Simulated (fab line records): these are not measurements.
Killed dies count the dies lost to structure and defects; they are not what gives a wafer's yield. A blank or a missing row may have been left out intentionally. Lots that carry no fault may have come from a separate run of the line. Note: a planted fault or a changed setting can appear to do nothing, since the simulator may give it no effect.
Check for tools in common	flow gf180mcu	Sampled: 13 lots, 39 wafers

== THE REASON FOR OPENING IT ==
On 1 of the 13 lots, a flag is raised at GF_SAB_CD_MEAS_09 on the reading cdNm. Wafers without a fault read 419.1 nm, standard deviation 2.2.
Rule: a lot is flagged when every wafer of it that has a number lies more than 4 standard deviations from that mean, or none has a number. The other lots count as sound.

lot	measured	on	cdNm (nm), wafer by wafer	flag
L854	day 15 05:52	cdSem-01	417.8 415.6 415.7	
L855	day 15 12:34	cdSem-02	420.7 417.0 420.5	
L856	day 15 23:34	cdSem-02	421.9 424.0 422.6	
L857	day 16 04:33	cdSem-01	423.7 422.3 422.6	
L858	day 16 17:23	cdSem-02	416.4 416.5 417.4	
L862	day 18 00:50	cdSem-02	419.5 418.7 418.2	
L863	day 18 12:01	cdSem-01	415.3 417.3 416.4	
L864	day 18 20:08	cdSem-02	416.9 417.8 419.3	
L865	day 19 10:35	cdSem-02	447.2 446.8 445.9	FLAGGED
L868	day 20 13:59	cdSem-02	420.1 421.1 419.3	
L875	day 22 17:34	cdSem-02	415.4 417.8 415.9	
L876	day 22 19:04	cdSem-01	421.3 421.5 420.5	
L877	day 23 06:17	cdSem-02	418.6 418.5 420.4	
Average over the flagged lots: 446.6 nm; offset from the usual +27.5 nm, equal to +13 standard deviations.

== WHICH TOOL RAN EACH LOT ==
2 process steps preceding the reading are held in the record, out of 602 steps in the route. Every cell lists first the tool, next ch and the chambers used by the sampled wafers, and last the start.
lot	flag	GF_SAB_CVD_00	GF_SAB_EXPOSE_06
L854		pecvd-02 ch 0,2, day 14 08:47	ilineStepper-01 ch 0, day 14 19:35
L855		pecvd-02 ch 0,2, day 14 15:46	ilineStepper-02 ch 0, day 15 02:09
L856		pecvd-02 ch 1,2, day 15 01:58	ilineStepper-01 ch 0, day 15 12:49
L857		pecvd-04 ch 0,1, day 15 06:59	ilineStepper-02 ch 0, day 15 18:16
L858		pecvd-01 ch 0,2, day 15 19:37	ilineStepper-01 ch 0, day 16 06:41
L862		pecvd-01 ch 0,1, day 17 01:39	ilineStepper-01 ch 0, day 17 13:08
L863		pecvd-02 ch 0,1,2, day 17 12:44	ilineStepper-01 ch 0, day 18 00:33
L864		pecvd-02 ch 0,2, day 17 20:29	ilineStepper-01 ch 0, day 18 08:40
L865	FLAGGED	pecvd-04 ch 0,2, day 18 10:37	ilineStepper-02 ch 0, day 18 22:16
L868		pecvd-04 ch 0,2, day 19 13:47	ilineStepper-02 ch 0, day 20 01:54
L875		pecvd-04 ch 0,2, day 21 18:16	ilineStepper-01 ch 0, day 22 06:17
L876		pecvd-02 ch 0,1,2, day 21 19:46	ilineStepper-01 ch 0, day 22 07:38
L877		pecvd-04 ch 0,2, day 22 06:53	ilineStepper-02 ch 0, day 22 18:39
What these steps do:
- GF_SAB_CVD_00: deposits SiO2 from TEOS, target thk 50 nm, time 4.9302 s.
- GF_SAB_EXPOSE_06: exposes mask SAB, target cd 420 nm.
- GF_SAB_CD_MEAS_09: target cd 420 nm.

== FLAGGED OVER TOTAL, TOOL BY TOOL (the gauges that took the reading come last) ==
step	tool	lots run	flagged	share of the flagged lots	sound lots run after its first flagged lot
GF_SAB_CVD_00	pecvd-01	2	0	none	-
GF_SAB_CVD_00	pecvd-02	6	0	none	-
GF_SAB_CVD_00	pecvd-04	5	1	all	3 (L868,L875,L877)
GF_SAB_EXPOSE_06	ilineStepper-01	8	0	none	-
GF_SAB_EXPOSE_06	ilineStepper-02	5	1	all	2 (L868,L877)
GF_SAB_CD_MEAS_09	cdSem-01	4	0	none	-
GF_SAB_CD_MEAS_09	cdSem-02	9	1	all	3 (L868,L875,L877)

== THE TABLE: WHAT IT ALLOWS ==
Every flagged lot was run by 3 rows of the table: pecvd-04 at GF_SAB_CVD_00, ilineStepper-02 at GF_SAB_EXPOSE_06 and cdSem-02 at GF_SAB_CD_MEAS_09.
- pecvd-04 at GF_SAB_CVD_00: 1 of its 5 lots flagged. After the first flagged lot (L868, L875, L877), sound lots still ran on it; a lasting fault on the whole tool would not permit that.
- ilineStepper-02 at GF_SAB_EXPOSE_06: 1 of its 5 lots flagged. After the first flagged lot (L868, L877), sound lots still ran on it; a lasting fault on the whole tool would not permit that.
- cdSem-02 at GF_SAB_CD_MEAS_09: 1 of its 9 lots flagged. After the first flagged lot (L868, L875, L877), sound lots still ran on it; a lasting fault on the whole tool would not permit that.
Not one row of the table ran every flagged lot while running no sound lot after the first.

== WHAT WAS PUT IN BY THE SIMULATOR ==
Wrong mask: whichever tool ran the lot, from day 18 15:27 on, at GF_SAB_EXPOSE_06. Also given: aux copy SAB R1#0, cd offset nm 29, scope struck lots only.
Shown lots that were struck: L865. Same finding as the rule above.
